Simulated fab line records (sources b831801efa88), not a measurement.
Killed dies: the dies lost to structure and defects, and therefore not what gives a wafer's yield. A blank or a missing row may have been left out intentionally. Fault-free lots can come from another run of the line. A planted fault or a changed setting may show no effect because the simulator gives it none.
Which tool is to blame? ; flow gf180mcu ; 11 lots, 33 wafers sampled, at 3 steps of a route of 602

WHAT THE GAUGES SHOWED, per wafer
GF_LVPWELL_TW_MEAS_11.
lot;measured;on;LVPWELL_TW
L392;day 4 07:03;filmMetro-04;562 560 565
L395;day 5 01:26;filmMetro-04;561 562 560
L397;day 5 11:44;filmMetro-02;556 556 558
L398;day 5 17:11;filmMetro-01;559 558 558
L400;day 6 03:31;filmMetro-04;562 564 559
L401;day 6 11:22;filmMetro-04;562 562 562
L406;day 7 13:37;filmMetro-02;557 556 557
L407;day 7 21:06;filmMetro-04;669 670 667
L411;day 8 19:08;filmMetro-02;659 654 657
L412;day 9 00:59;filmMetro-04;560 559 557
L413;day 9 05:50;filmMetro-04;559 557 556

WHICH TOOL RAN EACH LOT (tool, then ch and the chambers of the sampled wafers, then the start)
lot;GF_LVPWELL_IMPLANT_08;GF_LVPWELL_STRIP_10
L392;implanter-04 ch 0, day 4 06:40;plasmaAsher-04 ch 0,1, day 4 06:56
L395;implanter-04 ch 0, day 5 01:02;plasmaAsher-01 ch 0,1, day 5 01:20
L397;implanter-04 ch 0, day 5 11:20;plasmaAsher-04 ch 0,1, day 5 11:38
L398;implanter-03 ch 0, day 5 16:41;plasmaAsher-03 ch 0,1, day 5 16:59
L400;implanter-04 ch 0, day 6 03:08;plasmaAsher-01 ch 0,1, day 6 03:25
L401;implanter-03 ch 0, day 6 10:59;plasmaAsher-03 ch 0,1, day 6 11:16
L406;implanter-02 ch 0, day 7 13:13;plasmaAsher-01 ch 0,1, day 7 13:31
L407;implanter-04 ch 0, day 7 20:43;plasmaAsher-03 ch 0,1, day 7 20:59
L411;implanter-04 ch 0, day 8 18:44;plasmaAsher-03 ch 0,1, day 8 19:02
L412;implanter-03 ch 0, day 9 00:35;plasmaAsher-03 ch 1, day 9 00:53
L413;implanter-03 ch 0, day 9 05:26;plasmaAsher-03 ch 0, day 9 05:44
- GF_LVPWELL_IMPLANT_08
- GF_LVPWELL_STRIP_10: strips in O2/N2.

THE ANSWER, worked out from the rows above alone
Rule: the usual values come from the lots themselves. Put in order of their means at a reading, lots are off if they are a third of the lots or fewer, leave a main group of 4 or more, and stand apart from it by a gap of 3 or more times the standard deviation of the main group's means; of several such gaps the widest counts. A main group is skipped when, at the precision printed for the reading in the tables above, its means are all equal. Also off: a lot with no number at a reading for which 4 or more lots have one. Any other lot the step has rows for is counted as sound.
Off: L407, L411, at GF_LVPWELL_TW_MEAS_11 (LVPWELL_TW). Mean 559 and standard deviation 2.2 in the main group.
A tool fits if, at a process step before that reading, it ran every lot that is off, and no sound lot after the first of them. Those tools and the gauges at GF_LVPWELL_TW_MEAS_11 are tried in the same way. One fits: GF_LVPWELL_IMPLANT_08 on implanter-04. A fault onset in the window from L400 (day 6 03:08, its last sound lot) to L407 (day 7 20:43, its first lot off) fits.

WHAT THE SIMULATOR HAD INSERTED
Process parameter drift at GF_LVPWELL_IMPLANT_08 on implanter-04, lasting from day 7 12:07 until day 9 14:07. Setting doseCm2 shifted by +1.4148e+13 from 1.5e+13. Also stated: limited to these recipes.
Shown lots that were struck: L407, L411. This agrees with what the rule above found.
